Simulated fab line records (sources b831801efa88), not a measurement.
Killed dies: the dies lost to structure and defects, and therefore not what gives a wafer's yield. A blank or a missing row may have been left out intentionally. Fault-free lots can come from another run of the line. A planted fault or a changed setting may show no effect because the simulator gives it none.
What tool caused it? | flow gf180mcu | 42 wafers from 14 lots sampled at 3 of the route's 602 steps

## WHAT THE GAUGES SHOWED, per wafer
GF_V4_OVL_MEAS_15.
lot  | measured     | on         | V4_OVL (nm)
L116 | day 24 09:34 | overlay-01 | -4 3 10
L117 | day 24 22:25 | overlay-01 | 17 1 3
L118 | day 25 03:12 | overlay-01 | 4 3 -1
L119 | day 25 08:28 | overlay-01 | 6 8 5
L120 | day 25 13:58 | overlay-02 | -6 -4 5
L121 | day 26 03:50 | overlay-02 | -4 3 6
L122 | day 27 01:12 | overlay-02 | 2 11 5
L123 | day 27 02:52 | overlay-02 | -6 -1 1
L133 | day 29 22:58 | overlay-01 | -6 3 2
L134 | day 30 11:50 | overlay-01 | 3 -1 -2
L135 | day 30 19:42 | overlay-01 | -1 9 0
L136 | day 31 03:12 | overlay-01 | 2 -2 1
L137 | day 31 02:13 | overlay-01 | 5 13 13
L138 | day 31 21:05 | overlay-02 | -2 -3 1

GF_M5_CD_MEAS_07: target cd 280 nm.
lot  | measured     | on        | cd_nm (nm)
L116 | day 26 05:43 | cd_sem-02 | 279.7 281.2 280.8
L117 | day 26 19:28 | cd_sem-02 | 278.9 279.3 277.9
L118 | day 26 23:47 | cd_sem-02 | 278.9 277.0 279.3
L119 | day 27 03:22 | cd_sem-02 | 280.0 279.3 280.6
L120 | day 27 09:32 | cd_sem-02 | 278.8 279.5 279.3
L121 | day 27 23:32 | cd_sem-02 | 278.9 278.0 278.0
L122 | day 28 19:58 | cd_sem-01 | 280.9 279.9 281.4
L123 | day 28 21:10 | cd_sem-01 | 277.3 278.8 278.8
L133 | day 31 12:29 | cd_sem-02 | 279.1 280.1 278.8
L134 | day 32 00:31 | cd_sem-01 | 277.3 277.1 277.0
L135 | day 32 08:04 | cd_sem-01 | 279.0 278.2 280.4
L136 | day 32 15:22 | cd_sem-02 | 278.7 279.8 279.6
L137 | day 32 15:22 | cd_sem-01 | 279.6 280.2 280.1
L138 | day 33 08:03 | cd_sem-01 | 280.4 280.2 281.2

## WHICH TOOL RAN EACH LOT (tool, then ch and the chambers of the sampled wafers, then the start)
lot  | GF_STI_WET_ETCH_26
L116 | wet_bench-04 ch 0, day 2 09:07
L117 | wet_bench-04 ch 2, day 2 15:52
L118 | wet_bench-03 ch 2, day 2 19:31
L119 | wet_bench-03 ch 3, day 3 00:37
L120 | wet_bench-03 ch 1, day 3 04:55
L121 | wet_bench-03 ch 3, day 3 11:23
L122 | wet_bench-04 ch 1, day 3 21:07
L123 | wet_bench-03 ch 3, day 3 21:08
L133 | wet_bench-04 ch 0, day 6 00:18
L134 | wet_bench-02 ch 0, day 6 08:39
L135 | wet_bench-03 ch 0, day 6 14:11
L136 | wet_bench-03 ch 1, day 6 20:45
L137 | wet_bench-03 ch 1, day 7 02:10
L138 | wet_bench-04 ch 0, day 7 10:20
- GF_STI_WET_ETCH_26: etches SiO2 in dHF, target depth 94 nm, time 188 s.

## WHAT THE TOOLS THEMSELVES READ (means of the sampled wafers that have a number; where no wafer has one, the mark that the record gives instead)
The record holds no such reading with a usual standard deviation.

## THE ANSWER, worked out from the rows above alone
Rule: the usual values come from the lots themselves. The widest of any qualifying gaps counts: lots, ordered by their means at a reading, are off when they make up no more than a third of the lots, leave a main group of 4 or more, and stand apart from it by 3 or more times the standard deviation of that group's means. A main group is skipped when, at the precision printed for the reading in the tables above, its means are all equal. A lot without any number at a reading at which 4 lots or more have one is off too. Any other lot the step has rows for is counted as sound. The gauges are gone through in route order, then the tools' own readings, and for those a lot's mean is taken as printed above. At the first step where some lot is off, the reading lying furthest off is the one used; lots without a number count as furthest.
No lot is off at any reading shown: from this, nothing can be told.

## WHAT THE SIMULATOR HAD PUT IN
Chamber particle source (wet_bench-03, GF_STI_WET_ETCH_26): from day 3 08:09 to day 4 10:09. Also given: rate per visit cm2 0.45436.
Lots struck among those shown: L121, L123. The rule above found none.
